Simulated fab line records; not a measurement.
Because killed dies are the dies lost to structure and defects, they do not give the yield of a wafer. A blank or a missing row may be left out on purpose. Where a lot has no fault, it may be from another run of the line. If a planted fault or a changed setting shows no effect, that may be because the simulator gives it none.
Which of the tools did it? | flow sky130 | 24 lots, 72 wafers sampled, at 3 steps of a route of 708

## WHAT THE GAUGES SHOWED, per wafer
SKY_FIELD_ISO_BOW_MEAS_00.
lot  | measured    | on            | INCOMING_BOW (um)
L074 | day 1 10:00 | film_metro-03 | 4 -1 -8
L075 | day 1 15:01 | film_metro-04 | -3 -4 -1
L076 | day 1 20:01 | film_metro-01 | 9 12 1
L077 | day 2 01:02 | film_metro-01 | -1 -2 5
L078 | day 2 06:04 | film_metro-04 | -2 -1 -1
L079 | day 2 11:01 | film_metro-01 | -7 1 7
L080 | day 2 16:00 | film_metro-01 | 0 5 -3
L081 | day 2 21:00 | film_metro-04 | -6 3 -2
L082 | day 3 02:02 | film_metro-03 | 13 -2 1
L083 | day 3 07:02 | film_metro-03 | -2 3 2
L084 | day 3 12:02 | film_metro-01 | 4 -4 -10
L085 | day 3 17:00 | film_metro-01 | 3 9 4
L086 | day 3 22:00 | film_metro-01 | 2 -20 -3
L087 | day 4 03:01 | film_metro-01 | -7 -5 -10
L088 | day 4 08:00 | film_metro-01 | -12 -3 1
L089 | day 4 13:00 | film_metro-03 | -2 1 1
L090 | day 4 18:00 | film_metro-03 | -4 14 -6
L091 | day 4 23:00 | film_metro-01 | 2 5 3
L092 | day 5 04:00 | film_metro-04 | 0 17 -1
L093 | day 5 09:00 | film_metro-01 | -1 -2 4
L094 | day 5 14:00 | film_metro-03 | -7 -1 -2
L095 | day 5 19:00 | film_metro-03 | -4 -5 2
L096 | day 6 00:00 | film_metro-03 | 2 -4 11
L097 | day 6 05:00 | film_metro-04 | 5 -4 -7

SKY_LDD_HVP_OVL_MEAS_07.
lot  | measured     | on         | LDD_HVP_OVL (nm)
L074 | day 21 01:42 | overlay-01 | 1.7 0.2 0.6
L075 | day 21 09:37 | overlay-01 | 1.8 3.8 1.9
L076 | day 21 22:25 | overlay-01 | 0.5 0.9 0.7
L077 | day 23 20:22 | overlay-01 | 1.9 2.5 1.0
L078 | day 24 13:11 | overlay-01 | 0.3 1.7 0.6
L079 | day 24 09:04 | overlay-01 | 0.0 0.7 -2.1
L080 | day 24 16:31 | overlay-02 | 2.5 0.7 1.6
L081 | day 25 01:25 | overlay-01 | 1.6 0.9 1.8
L082 | day 25 06:20 | overlay-01 | 2.8 2.0 2.3
L083 | day 25 10:38 | overlay-01 | 2.0 2.9 2.3
L084 | day 25 08:55 | overlay-01 | 1.0 -0.1 0.5
L085 | day 26 07:53 | overlay-01 | 0.2 0.7 -1.1
L086 | day 26 03:28 | overlay-02 | 0.1 -1.6 -2.1
L087 | day 26 12:16 | overlay-02 | 3.0 1.2 0.9
L088 | day 26 18:59 | overlay-01 | 2.5 2.4 1.7
L089 | day 27 02:35 | overlay-01 | 3.5 4.3 1.8
L090 | day 27 07:44 | overlay-01 | 2.3 0.1 1.6
L091 | day 27 13:50 | overlay-01 | -0.5 0.1 -0.1
L092 | day 27 21:26 | overlay-01 | 1.8 1.4 0.7
L093 | day 28 05:02 | overlay-01 | 1.5 2.4 2.9
L094 | day 28 19:22 | overlay-01 | -0.7 -1.2 -0.4
L095 | day 29 02:43 | overlay-01 | 1.1 2.3 -0.2
L096 | day 29 05:02 | overlay-02 | -1.5 -1.4 -0.8
L097 | day 29 15:16 | overlay-01 | 3.6 2.1 -0.1

SKY_VIA3_THK_MEAS_01.
lot  | measured     | on            | VIA3_HDPCVD_THK (nm)
L074 | day 38 07:03 | film_metro-01 | 1637 1629 1623
L075 | day 38 09:07 | film_metro-02 | 1622 1634 1651
L076 | day 38 22:51 | film_metro-01 | 1641 1611 1644
L077 | day 40 13:22 | film_metro-02 | 1640 1649 1663
L078 | day 41 00:01 | film_metro-01 | 1637 1637 1625
L079 | day 40 21:19 | film_metro-01 | 1641 1623 1628
L080 | day 41 04:51 | film_metro-02 | 1623 1633 1617
L081 | day 41 10:44 | film_metro-04 | 1638 1636 1631
L082 | day 41 14:50 | film_metro-02 | 1619 1646 1618
L083 | day 41 20:12 | film_metro-02 | 1637 1649 1662
L084 | day 41 19:15 | film_metro-02 | 1637 1640 1637
L085 | day 42 10:41 | film_metro-02 | 1638 1632 1637
L086 | day 42 07:46 | film_metro-01 | 1639 1666 1641
L087 | day 42 13:39 | film_metro-01 | 1634 1638 1615
L088 | day 42 21:38 | film_metro-02 | 1629 1607 1609
L089 | day 43 00:49 | film_metro-04 | 1604 1623 1624
L090 | day 43 08:52 | film_metro-04 | 1640 1615 1630
L091 | day 43 10:01 | film_metro-01 | 1627 1630 1622
L092 | day 43 17:31 | film_metro-02 | 1624 1642 1623
L093 | day 43 22:25 | film_metro-01 | 1637 1640 1643
L094 | day 44 10:52 | film_metro-02 | 1646 1617 1606
L095 | day 44 16:28 | film_metro-04 | 1637 1638 1630
L096 | day 44 18:17 | film_metro-04 | 1632 1632 1623
L097 | day 45 00:19 | film_metro-02 | 1619 1603 1638

## WHAT TOOL EACH LOT RAN ON (gives the tool, then ch and the chambers of the sampled wafers, and finally the start)
There is no process step in the record ahead of these readings.

## WHAT THE TOOLS THEMSELVES READ (means of the sampled wafers that have a number; where no wafer has one, the mark that the record gives instead)
The record holds no such reading with a usual standard deviation.

## THE ANSWER, worked out from the rows above alone
Rule: what is usual is taken from the lots themselves. The widest of any qualifying gaps counts: lots, ordered by their means at a reading, are off when they make up no more than a third of the lots, leave a main group of 4 or more, and stand apart from it by 3 or more times the standard deviation of that group's means. If all means in a main group match to the digits the tables above print for the reading, that group is not used. Also off: a lot with no number at a reading for which 4 or more lots have one. Any other lot the step has rows for is counted as sound. After the gauges, taken in route order, come the tools' own readings; for these a lot's mean is taken, as printed above. At the first step where some lot is off, the reading lying furthest off is the one used; lots without a number count as furthest.
Nothing can be told from this: no lot is off at any reading shown.

## WHAT THE SIMULATOR PUT IN
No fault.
